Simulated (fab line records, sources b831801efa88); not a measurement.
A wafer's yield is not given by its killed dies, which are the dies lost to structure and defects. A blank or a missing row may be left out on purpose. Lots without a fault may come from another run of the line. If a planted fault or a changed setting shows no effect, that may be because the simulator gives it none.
Comparing a struck lot with a sound one	flow sky130	43 out of 708 route steps
Sound: the wafers L250.2, L250.3, L250.6. Struck: wafer L265.1. (L265.2, L265.6 of the same lot were not struck and are left out.) The cause comes at the end.
Per side, at each step with rows, come the tool, then ch with its chambers, and then its first start. Under that, the readings that differ: sound wafers	struck wafers	difference of the means	sigmas: that difference in standard deviations of wafers without a fault.
alike: readings with means less than 2 such deviations apart, plus words and numbers identical on both sides. not compared: withheld readings, readings lacking a value on some wafer, bounds such as >300 that could conceal the same value, and numbers that have no deviation in the record and whose values overlap.
A row with sigmas, a row that says differs or no value, or rows on one side alone: a step with any of these is where the two part. Numbers that have no deviation but don't overlap get no sigmas and don't part them. A reading that every wafer of one side lacks parts them only if that side has two wafers or more.

first, 5 steps without rows for these wafers: SKY_VIA4_STRIP_13 (strips in O2/N2); SKY_VIA4_STRIP_14 (strips in post etch residue remover, time 1200 s); SKY_VIA4_CLEAN_15 (cleans in IPA, time 180 s); SKY_VIA4_CLEAN_16 (cleans in O3/DIW); SKY_VIA4_SPUTTER_17 (material TiN, target thk 20 nm, time 80 s).
SKY_VIA4_CVD_18: deposits W, target thk 505 nm, time 152.14 s.
  sound on cvdW-01 ch 0,1, day 44 05:43; struck on cvdW-01 ch 0, day 48 08:28
  alike: heaterPowerW
SKY_VIA4_RS_MEAS_19: the measuring method here is four-point-probe.
  sound on filmMetro-03, day 44 05:53; struck on filmMetro-03, day 48 08:37
reading	sound	struck	difference	sigmas
VIA4_W_RS (ohm/sq)	0.2273 0.2269 0.2297	0.2225	-0.0055	-2
SKY_VIA4_THK_MEAS_20: measures by xrf.
  sound on filmMetro-03, day 44 06:00; struck on filmMetro-03, day 48 08:44
  alike: VIA4_W_THK
SKY_VIA4_CMP_21: polishes, stops on SiO2, t overpolish 25 s, target thk 0 nm.
  sound on cmp-02 ch 0,1, day 44 06:06; struck on cmp-02 ch 0, day 48 08:53
reading	sound	struck	difference	sigmas
overpolishRunS (s)	24.999 24.994 24.992	25.016	+0.021	+2
  alike: motorCurrentA, timeToEndpointS
then, 3 steps without rows for these wafers: SKY_METAL5_SPUTTER_00 (material Ti, target thk 15 nm, time 10 s); SKY_METAL5_SPUTTER_01 (material TiN, target thk 20 nm, time 16.7 s); SKY_METAL5_SPUTTER_02 (material AlCu, target thk 1150 nm, time 61.2 s).
SKY_METAL5_SPUTTER_03: material Ti, target thk 5 nm, time 3.3 s.
  sound on pvdSputter-03, day 44 06:27; struck on pvdSputter-03, day 48 09:14
  alike: throttleValvePct
then, 1 step without rows for these wafers: SKY_METAL5_SPUTTER_04 (material TiN, target thk 70 nm, time 58.3 s).
SKY_METAL5_RS_MEAS_05: the measuring method here is four-point-probe.
  sound on filmMetro-01, day 44 06:32; struck on filmMetro-03, day 48 09:18
  alike: METAL5_ALCU_RS
SKY_METAL5_THK_MEAS_06: measures by xrf.
  sound on filmMetro-01, day 44 06:39; struck on filmMetro-03, day 48 09:25
  alike: METAL5_ALCU_THK
then, 7 steps without rows for these wafers: SKY_METAL5_DEHYDRATE_07 (time 60 s); SKY_METAL5_HMDS_08 (prime time 60 s); SKY_METAL5_COAT_09 (resist thk 1800 nm); SKY_METAL5_SOFTBAKE_10 (time 60 s); SKY_METAL5_EXPOSE_11 (exposes mask MM5, target cd 1600 nm); SKY_METAL5_PEB_12; SKY_METAL5_DEVELOP_13 (develop time 60 s).
SKY_METAL5_DESCUM_14: chemistry O2, time 11 s.
  sound on rieMetal-03 ch 0,1, day 45 04:51; struck on rieMetal-04 ch 1, day 49 04:47
  alike: drypumpMotorCurrentA, oesProductAu
  not compared: rfHoursCounterH
then, 1 step without rows for these wafers: SKY_METAL5_METAL_ETCH_15 (etches the open film in Cl2/BCl3, stops on SiO2, target depth 1260 nm, time 252 s).
SKY_METAL5_STRIP_16: strips in O2/N2.
  sound on plasmaAsher-02 ch 1, day 45 05:07; struck on plasmaAsher-02 ch 1, day 49 05:19
  alike: drypumpMotorCurrentA, o2FlowSccm, oesProductAu, stripTimeToEndpointS
  not compared: rfHoursCounterH
then, 4 steps without rows for these wafers: SKY_METAL5_STRIP_17 (strips in post etch residue remover, time 1200 s); SKY_METAL5_CLEAN_18 (cleans in IPA, time 180 s); SKY_METAL5_CLEAN_19 (cleans in O3/DIW); SKY_PASSIVATION_CVD_00 (deposits SiO2, target thk 90 nm).
SKY_PASSIVATION_THK_MEAS_01:
  sound on filmMetro-02, day 45 05:49; struck on filmMetro-02, day 49 05:58
  alike: PASSIVATION_CVD_00_THK
then, 1 step without rows for these wafers: SKY_PASSIVATION_CVD_02 (deposits Si3N4, target thk 540 nm).
SKY_PASSIVATION_THK_MEAS_03:
  sound on filmMetro-01, day 45 06:05; struck on filmMetro-04, day 49 06:15
  alike: PASSIVATION_CVD_02_THK
then, 7 steps without rows for these wafers: SKY_PASSIVATION_DEHYDRATE_04 (time 60 s); SKY_PASSIVATION_HMDS_05 (prime time 60 s); SKY_PASSIVATION_COAT_06 (resist thk 3000 nm); SKY_PASSIVATION_SOFTBAKE_07; SKY_PASSIVATION_EXPOSE_08 (exposes mask NSM, target cd 3000 nm); SKY_PASSIVATION_PEB_09; SKY_PASSIVATION_DEVELOP_10 (develop time 60 s).
SKY_PASSIVATION_ETCH_11: etches the open film in CF4/O2, stops on AlCu, target depth 725 nm, time 161.1 s.
  sound on rieDiel-02 ch 1,2,3, day 46 03:44; struck on rieDiel-02 ch 1, day 50 00:18
  alike: cf4FlowSccm, drypumpMotorCurrentA, oesProductAu, throttleValvePct
  not compared: rfHoursCounterH
then, 1 step without rows for these wafers: SKY_PASSIVATION_STRIP_12 (strips in O2/N2).
SKY_PAD_OPEN_PROBE_99:
  sound on prober-02, day 47 03:34; struck on prober-01, day 50 19:33
reading	sound	struck	difference	sigmas
hold	- - -	awaitDispo/5.0h/release	no value on the sound wafers	
defectLimitedYield (%)	82.5 80.7 77.0	71.3	-8.8	-4
killed_at_M4_up	2 2 2	66	+64	+34
killedDies	86 95 113	141	+43	+4
sort_bin_3_pad_short (%)	0.6 1.2 0.8	3.9	+3.0	+7
sort_bin_5_function (%)	11.6 11.0 13.0	18.5	+6.6	+4
sortNPass	406 397 379	351	-43	-4
sortYieldPct (%)	82.5 80.7 77.0	71.3	-8.8	-4
model.etest.tester.sortNPass	406 397 379	351	-43	
model.etest.tester.sortYieldPct (%)	82.52 80.69 77.03	71.34	-8.74	
model.etest.tester.sort_bin_5_pct (%)	11.59 10.98 13.01	18.5	+6.6	
model.etest.tester.sort_bin_3_pct (%)	0.6098 1.22 0.813	3.862	+2.981	
  alike: killed_at_M0_to_M3, killedAtContacts, killedAtFrontEnd, killedAtOther, killedOpen, killedShort, sort_bin_6_memory

## WHERE THEY PART
Last at SKY_PAD_OPEN_PROBE_99 as far as this record goes, first at SKY_VIA4_RS_MEAS_19.

WHY: what the simulator had put in
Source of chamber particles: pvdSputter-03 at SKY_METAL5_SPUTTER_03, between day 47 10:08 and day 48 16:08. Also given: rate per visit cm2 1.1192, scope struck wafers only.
